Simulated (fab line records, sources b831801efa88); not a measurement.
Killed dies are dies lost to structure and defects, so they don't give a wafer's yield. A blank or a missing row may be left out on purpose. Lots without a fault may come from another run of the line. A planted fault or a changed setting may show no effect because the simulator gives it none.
Which tool did it? | flow sky130 | 11 lots, 33 wafers sampled, at 6 steps of a route of 708

WHAT THE GAUGES READ, wafer by wafer
SKY_SONOS_ONO_CD_MEAS_13: target cd 410 nm.
lot  | measured     | on        | cd_nm (nm)
L600 | day 14 06:08 | cd_sem-02 | 411.0 412.3 410.3
L602 | day 14 18:49 | cd_sem-02 | 409.7 408.1 408.4
L603 | day 15 02:56 | cd_sem-01 | 408.1 405.8 407.5
L609 | day 17 03:10 | cd_sem-02 | 411.2 412.1 414.2
L610 | day 17 05:33 | cd_sem-02 | 408.6 409.9 409.8
L612 | day 17 21:55 | cd_sem-02 | 411.2 411.4 411.1
L615 | day 19 00:35 | cd_sem-01 | 404.0 404.8 407.0
L616 | day 19 07:56 | cd_sem-01 | 409.1 411.0 408.8
L617 | day 19 20:39 | cd_sem-02 | 409.2 408.9 408.6
L618 | day 20 03:26 | cd_sem-02 | 411.4 412.7 409.7
L619 | day 20 09:33 | cd_sem-01 | 406.9 409.1 407.5

SKY_SPACER_THK_MEAS_01.
lot  | measured     | on            | SPACER_CVD_00_THK (nm)
L600 | day 24 12:50 | film_metro-04 | 43.2 43.3 43.0
L602 | day 25 07:23 | film_metro-02 | 42.7 42.5 42.6
L603 | day 25 17:19 | film_metro-03 | 42.6 42.9 42.6
L609 | day 27 18:29 | film_metro-03 | 42.9 43.0 43.0
L610 | day 27 21:48 | film_metro-02 | 43.5 43.3 42.9
L612 | day 28 10:11 | film_metro-02 | 42.9 42.7 43.0
L615 | day 29 14:58 | film_metro-03 | 43.1 42.9 43.0
L616 | day 29 17:13 | film_metro-03 | 43.1 43.6 43.4
L617 | day 30 09:01 | film_metro-02 | 43.0 43.1 43.3
L618 | day 30 09:01 | film_metro-04 | 43.2 43.7 43.7
L619 | day 30 16:10 | film_metro-04 | 43.7 43.5 43.2

SKY_SD_P_TW_MEAS_11.
lot  | measured     | on            | SD_P_TW
L600 | day 26 23:51 | film_metro-02 | 2805 2797 2816
L602 | day 27 22:20 | film_metro-02 | 2810 2794 2800
L603 | day 28 03:57 | film_metro-03 | 2676 2682 2669 2681 2667 2683
L609 | day 30 02:14 | film_metro-03 | 2823 2842 2840
L610 | day 30 06:53 | film_metro-02 | 2793 2799 2797
L612 | day 30 18:38 | film_metro-02 | 2813 2806 2782
L615 | day 31 23:05 | film_metro-02 | 2783 2788 2787
L616 | day 32 01:42 | film_metro-03 | 2839 2828 2823
L617 | day 32 18:16 | film_metro-01 | 2811 2822 2827
L618 | day 32 17:12 | film_metro-02 | 2806 2807 2809
L619 | day 32 23:16 | film_metro-02 | 2797 2815 2806

SKY_SD_N_RS_MEAS_17: measures by four-point-probe.
lot  | measured     | on            | SD_P_RS (ohm/sq)
L600 | day 29 09:43 | film_metro-01 | 147.1 147.2 147.3
L602 | day 30 07:34 | film_metro-02 | 147.3 147.2 147.5
L603 | day 30 13:03 | film_metro-02 | 150.7 150.7 150.4 151.1 150.6 150.7
L609 | day 32 11:01 | film_metro-01 | 146.5 146.8 146.7
L610 | day 32 15:58 | film_metro-02 | 146.6 146.6 146.2
L612 | day 33 02:47 | film_metro-03 | 146.3 146.1 146.4
L615 | day 34 06:28 | film_metro-02 | 147.0 147.2 147.1
L616 | day 34 08:32 | film_metro-02 | 147.0 147.4 147.0
L617 | day 35 01:00 | film_metro-03 | 147.0 146.7 147.1
L618 | day 35 00:13 | film_metro-03 | 147.0 147.2 146.9
L619 | day 35 04:56 | film_metro-02 | 146.9 146.7 146.3

WHICH TOOL RAN EACH LOT (tool, then ch and the chambers of the sampled wafers, then the start)
lot  | SKY_SD_P_IMPLANT_09             | SKY_SD_P_STRIP_10
L600 | implanter-02 ch 0, day 26 23:37 | plasma_asher-02 ch 0,1, day 26 23:44
L602 | implanter-03 ch 0, day 27 22:05 | plasma_asher-02 ch 0,1, day 27 22:14
L603 | implanter-02 ch 0, day 28 03:43 | plasma_asher-02 ch 1, day 28 03:50
L609 | implanter-03 ch 0, day 30 01:59 | plasma_asher-04 ch 0,1, day 30 02:08
L610 | implanter-04 ch 0, day 30 06:40 | plasma_asher-02 ch 0,1, day 30 06:47
L612 | implanter-03 ch 0, day 30 18:23 | plasma_asher-02 ch 0,1, day 30 18:32
L615 | implanter-04 ch 0, day 31 22:50 | plasma_asher-04 ch 0,1, day 31 22:59
L616 | implanter-03 ch 0, day 32 01:28 | plasma_asher-01 ch 0, day 32 01:35
L617 | implanter-03 ch 0, day 32 18:02 | plasma_asher-04 ch 0,1, day 32 18:10
L618 | implanter-02 ch 0, day 32 16:58 | plasma_asher-04 ch 0,1, day 32 17:05
L619 | implanter-02 ch 0, day 32 23:02 | plasma_asher-04 ch 0,1, day 32 23:10
- SKY_SD_P_IMPLANT_09
- SKY_SD_P_STRIP_10: strips in O2/N2.

WHAT THE TOOLS THEMSELVES READ (means of the sampled wafers that have a number; where no wafer has one, the mark that the record gives instead)
SKY_SD_P_STRIP_10.
lot  | tool            | drypump_motor_current_A (A) | n2_flow_sccm (sccm) | oes_product_au (a.u.) | strip_time_to_endpoint_s (s)
L600 | plasma_asher-02 | 5.50                        | 299.5               | 0.619                 | 17.47
L602 | plasma_asher-02 | 5.59                        | 300.1               | 0.615                 | 17.47
L603 | plasma_asher-02 | 5.38                        | 300.4               | 0.629                 | 17.01
L609 | plasma_asher-04 | 5.21                        | 299.6               | 0.614                 | 17.52
L610 | plasma_asher-02 | 5.50                        | 298.6               | 0.623                 | 17.42
L612 | plasma_asher-02 | 5.50                        | 299.0               | 0.621                 | 17.45
L615 | plasma_asher-04 | 5.20                        | 300.3               | 0.617                 | 17.44
L616 | plasma_asher-01 | 5.23                        | 299.5               | 0.622                 | 17.51
L617 | plasma_asher-04 | 5.21                        | 300.6               | 0.616                 | 17.52
L618 | plasma_asher-04 | 5.18                        | 300.6               | 0.612                 | 17.52
L619 | plasma_asher-04 | 5.22                        | 301.4               | 0.615                 | 17.48

THE ANSWER, worked out from the rows above alone
Rule: what is usual is taken from the lots themselves. Put in order of their means at a reading, lots are off if they are a third of the lots or fewer, leave a main group of 4 or more, and stand apart from it by a gap of 3 or more times the standard deviation of the main group's means; of several such gaps the widest counts. A main group whose means are all the same, to the digits that the tables above print for the reading, isn't used. A lot without any number at a reading at which 4 lots or more have one is off too. The other lots that the step has rows for count as sound. The gauges are gone through in route order, then the tools' own readings, and for those a lot's mean is taken as printed above. The first step at which some lot is off is used, and at that step the reading that is off furthest; a lot without a number counts as furthest.
Off: L603, at SKY_SD_P_TW_MEAS_11 (SD_P_TW). The main group: mean 2809, standard deviation 14.
A tool fits if, at a process step before that reading, it ran every lot that is off, and no sound lot after the first of them. The gauges at SKY_SD_P_TW_MEAS_11 aren't tried: what is off there is off at SKY_SD_N_RS_MEAS_17 too, on other tools, and a gauge's error can't cause that. None of those tried fits.

WHAT THE SIMULATOR HAD PUT IN
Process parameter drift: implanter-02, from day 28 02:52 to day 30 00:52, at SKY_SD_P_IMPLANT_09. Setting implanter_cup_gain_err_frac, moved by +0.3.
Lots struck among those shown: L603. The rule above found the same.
